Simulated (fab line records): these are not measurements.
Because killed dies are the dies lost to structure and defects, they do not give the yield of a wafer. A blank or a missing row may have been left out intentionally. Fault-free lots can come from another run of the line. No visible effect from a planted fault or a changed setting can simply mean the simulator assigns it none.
Problem report, 8D (eight disciplines) form, completed by code :: flow gf180mcu :: the parts of the form that need people (team, actions taken, sign-off) are left out

## 1. WHAT WENT WRONG
At GF_HV_LDD_SOFTBAKE_27, run_length_s averages 91.18 s over 3 wafers from 2 lots, while fault-free wafers read 89.09 s, standard deviation 0.11. That is +19 standard deviations from the usual mean.
The step: time 60 s.
Seen first at day 16 07:56 on litho_track-02, wafer L748.2. The record holds 37 wafers of 14 lots with a number at this step. The rule behind "out" and "out of limits": a value lying over 4 standard deviations away from the usual mean. All remaining wafers that have a number are taken as sound.

## 2. WHAT THIS IS AND IS NOT
question: which readings at this step
is: run_length_s
is not: heater_power_total_W

question: which lots
is: L748, L752
is not: L733, L734, L736, L737, L738, L739, L742, L743, L744, L745, L746, L755

question: which wafers of those lots
is: L748.2, L748.6, L752.2
is not: L752.1

question: read on which tools
is: litho_track-02
is not: litho_track-03, litho_track-04

question: when
is: from day 16 07:56
is not: up to then (31 sound wafers); but 3 sound wafers of L752, L755 came after

## 3. SUSPECTS, AND WHAT RULES EACH OUT
Counting: a tool at a process step up to the reading stays a suspect if it ran every lot that is out. Sound lots after the first of them don't rule it out here, since some wafers of a struck lot are sound.
- litho_track-02 at GF_HV_LDD_SOFTBAKE_27 (time 60 s): kept. It processed each lot that is out (first: L748, day 16 07:56); up to then, its last sound lot is L744 (day 15 11:59). Out on those wafers are its own readings of run_length_s.
Remaining after the count: litho_track-02 at GF_HV_LDD_SOFTBAKE_27.

## 4. THE CAUSE (what the simulator had put in)
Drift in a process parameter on litho_track-02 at GF_HV_LDD_SOFTBAKE_27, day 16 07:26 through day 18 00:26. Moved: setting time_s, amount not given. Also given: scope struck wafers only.
Only this tool survived the counting.

## 5. SEQUENCE OF EFFECTS, ordered by route
Each row: a reading whose mean over the struck wafers that have a number lies more than 3 standard deviations from the usual. Scope: only readings with a usual standard deviation given in the record; hours: median across lots of the time from each lot's start at the first step in this table that gives one to its start at this step; sigmas: change in usual standard deviations.
hours: 0
step: GF_HV_LDD_SOFTBAKE_27
reading: run_length_s
usual: 89.09 s
on struck wafers: 91.18
change: +2.09
sigmas: +19
The process steps in it:
- GF_HV_LDD_SOFTBAKE_27: time 60 s.
Later measuring or inspecting steps at which every struck wafer that the step has a row for has a number for every such reading, and none has moved that far: GF_HV_LDD_OVL_MEAS_32.

## 6. WHAT WOULD HAVE CAUGHT IT SOONER
First out-of-limits reading in this record: day 16 07:56, which is 0 hours after fault onset at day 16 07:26.
